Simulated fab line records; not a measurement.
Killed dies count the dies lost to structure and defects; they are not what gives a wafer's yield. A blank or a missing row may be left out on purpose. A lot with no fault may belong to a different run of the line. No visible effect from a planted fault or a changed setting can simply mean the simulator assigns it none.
A lot that was struck, set against a sound lot ; flow sky130 ; 19 out of 708 route steps
Sound: these wafers, L286.1, L286.2, L286.5. Struck: wafer L288.5 (L288.3, L288.4, from the same lot, were not struck and are left out); the cause is given at the end.
For every step that has rows: the tool of each side, followed by ch and its chambers, followed by its first start. Under that, the readings that differ: sound wafers ; struck wafers ; difference of the means ; sigmas: that difference in standard deviations of wafers without a fault.
alike: readings whose means differ by less than 2 such deviations, and words and numbers that are the same on both sides. not compared: withheld readings, readings that some wafer has no value for, bounds like >300 that may hide the same value, and numbers for which the record gives no deviation and whose values overlap.
A row with sigmas, a row that says differs or no value, or rows on one side alone: a step with any of these is where the two part. Non-overlapping numbers with no deviation appear without sigmas and do not part them. A reading that every wafer of one side lacks parts them only if that side has two wafers or more.

first, 6 steps without rows for these wafers: SKY_VIA1_ETCH_15 (etches SiO2 in C4F8/O2/Ar, stops on TiN, target depth 351 nm, time 54 s); SKY_VIA1_STRIP_16 (strips in O2/N2); SKY_VIA1_STRIP_17 (strips in post etch residue remover, time 1200 s); SKY_VIA1_CLEAN_18 (cleans in IPA, time 180 s); SKY_VIA1_CLEAN_19 (cleans in O3/DIW); SKY_VIA1_SPUTTER_20 (material TiN, target thk 20 nm, time 80 s).
SKY_VIA1_CVD_21: deposits W, target thk 270 nm, time 80.902 s.
  sound on cvd w-02 ch 0,1, day 37 07:36; struck on cvd w-01 ch 1, day 37 20:05
  alike: heater power w
SKY_VIA1_RS_MEAS_22: a four-point-probe measurement.
  sound on film metro-03, day 37 07:42; struck on film metro-03, day 37 20:11
  alike: VIA1_W_RS
SKY_VIA1_THK_MEAS_23: measures by xrf.
  sound on film metro-03, day 37 07:49; struck on film metro-03, day 37 20:17
  alike: VIA1_W_THK
SKY_VIA1_CMP_24: polishes, stops on SiO2, t overpolish 15 s, target thk 0 nm.
  sound on cmp-02 ch 0,1,3, day 37 07:59; struck on cmp-01 ch 3, day 37 20:20
  alike: motor current A, overpolish run s, slurry flow ml min, time to endpoint s
SKY_METAL2_SPUTTER_00: material Ti, target thk 15 nm, time 10 s.
  sound on pvd sputter-01, day 37 08:11; struck on pvd sputter-01, day 37 20:38
  alike: chamber pressure pa, throttle valve pct
then, 1 step without rows for these wafers: SKY_METAL2_SPUTTER_01 (material TiN, target thk 20 nm, time 16.7 s).
SKY_METAL2_SPUTTER_02: material AlCu, target thk 250 nm, time 13.3 s.
  sound on pvd sputter-01, day 37 08:13; struck on pvd sputter-01, day 37 20:41
reading;sound;struck;difference;sigmas
chamber pressure pa (Pa);0.3990 0.3985 0.3990;0.4008;+0.0020;+2
model.AlCu_of_METAL2_SPUTTER_02.thk nm (nm);249.3 251.8 250.9;217.6;-33.1;
  alike: throttle valve pct
SKY_METAL2_SPUTTER_03: material Ti, target thk 5 nm, time 3.3 s.
  sound on pvd sputter-01, day 37 08:15; struck on pvd sputter-01, day 37 20:43
  alike: chamber pressure pa, throttle valve pct
SKY_METAL2_SPUTTER_04: material TiN, target thk 70 nm, time 58.3 s.
  sound on pvd sputter-01, day 37 08:16; struck on pvd sputter-01, day 37 20:43
  alike: chamber pressure pa, throttle valve pct
SKY_METAL2_RS_MEAS_05: a four-point-probe measurement.
  sound on film metro-03, day 37 08:19; struck on film metro-04, day 37 20:49
reading;sound;struck;difference;sigmas
METAL2_ALCU_RS (ohm/sq);0.1269 0.1256 0.1260;0.1467;+0.0205;+14
SKY_METAL2_THK_MEAS_06: measures by xrf.
  sound on film metro-03, day 37 08:26; struck on film metro-04, day 37 20:55
reading;sound;struck;difference;sigmas
METAL2_ALCU_THK (nm);244.1 248.3 246.7;216.3;-30.1;-10
then, 1 step without rows for these wafers: SKY_METAL2_DEHYDRATE_07 (time 60 s).
-- the record jumps here: 11 days lie between the struck wafers' starts before and after (it left off in module METAL2 and takes up again in module PAD_OPEN, whose first step shown is number 708 of the route) --
SKY_PAD_OPEN_PROBE_99:
  sound on prober-01, day 48 12:35; struck on prober-01, day 48 18:56
reading;sound;struck;difference;sigmas
model.etest.met2.line ohm um;0.881 0.9382 0.9359;1.117;+0.199;
model.etest.met2.rs ohm sq;0.1296 0.127 0.1285;0.148;+0.020;
  alike: defect limited yield, killed_at_M0_to_M3, killed_at_M4_up, killed at contacts, killed at front end, killed at other, killed dies, killed on rim, killed open, killed short, sort_bin_3_pad_short, sort_bin_5_function, sort_bin_6_memory, sort n pass, sort yield pct

WHERE THEY PART
First at SKY_METAL2_SPUTTER_02; last, within this record, at SKY_METAL2_THK_MEAS_06. Later steps at which nothing parts them and some readings are alike: SKY_PAD_OPEN_PROBE_99.

WHY: what had been put in by the simulator
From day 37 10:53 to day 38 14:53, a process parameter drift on pvd sputter-01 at SKY_METAL2_SPUTTER_02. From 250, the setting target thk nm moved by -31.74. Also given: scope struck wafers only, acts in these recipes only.
